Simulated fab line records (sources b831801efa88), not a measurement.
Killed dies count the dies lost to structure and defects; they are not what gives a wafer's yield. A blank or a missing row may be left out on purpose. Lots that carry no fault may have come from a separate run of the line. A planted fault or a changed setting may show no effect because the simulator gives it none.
Which tool is to blame? | flow gf180mcu | 6 lots with 18 wafers sampled at 2 steps, on a route of 602 steps

== WHAT THE GAUGES SHOWED, per wafer ==
GF_HV_LDD_TW_MEAS_11.
lot  | measured     | on           | HV_LDD_TW
L111 | day 10 07:43 | filmMetro-01 | 2377 2373 2377
L116 | day 11 17:36 | filmMetro-03 | 2148 2162 2150
L126 | day 15 07:17 | filmMetro-03 | 2394 2399 2413
L128 | day 15 23:28 | filmMetro-01 | 2375 2373 2364
L131 | day 16 14:16 | filmMetro-01 | 2363 2367 2378
L133 | day 17 06:42 | filmMetro-03 | 2393 2380 2391

== WHAT TOOL EACH LOT RAN ON (gives the tool, then ch and the chambers of the sampled wafers, and finally the start) ==
lot  | GF_HV_LDD_IMPLANT_09
L111 | implanter-02 ch 0, day 10 07:29
L116 | implanter-01 ch 0, day 11 17:23
L126 | implanter-01 ch 0, day 15 07:03
L128 | implanter-01 ch 0, day 15 23:13
L131 | implanter-03 ch 0, day 16 14:01
L133 | implanter-03 ch 0, day 17 06:27
- GF_HV_LDD_IMPLANT_09

== THE ANSWER, worked out from the rows above alone ==
Rule: the lots themselves supply what counts as usual. Put in order of their means at a reading, lots are off if they are a third of the lots or fewer, leave a main group of 4 or more, and stand apart from it by a gap of 3 or more times the standard deviation of the main group's means; of several such gaps the widest counts. The tables above print the reading to a certain number of digits; a main group whose means all agree to those digits is not used. Also off: a lot with no number at a reading for which 4 or more lots have one. Any other lot the step has rows for is counted as sound.
Off: L116, seen at GF_HV_LDD_TW_MEAS_11 (HV_LDD_TW). Mean 2381 and standard deviation 12 in the main group.
If a tool, at a process step before that reading, ran all the lots that are off and no sound lot after the first of them, it fits. Those tools and the gauges at GF_HV_LDD_TW_MEAS_11 are tried in the same way. Not one of the candidates tried fits.

== WHAT HAD BEEN PUT IN BY THE SIMULATOR ==
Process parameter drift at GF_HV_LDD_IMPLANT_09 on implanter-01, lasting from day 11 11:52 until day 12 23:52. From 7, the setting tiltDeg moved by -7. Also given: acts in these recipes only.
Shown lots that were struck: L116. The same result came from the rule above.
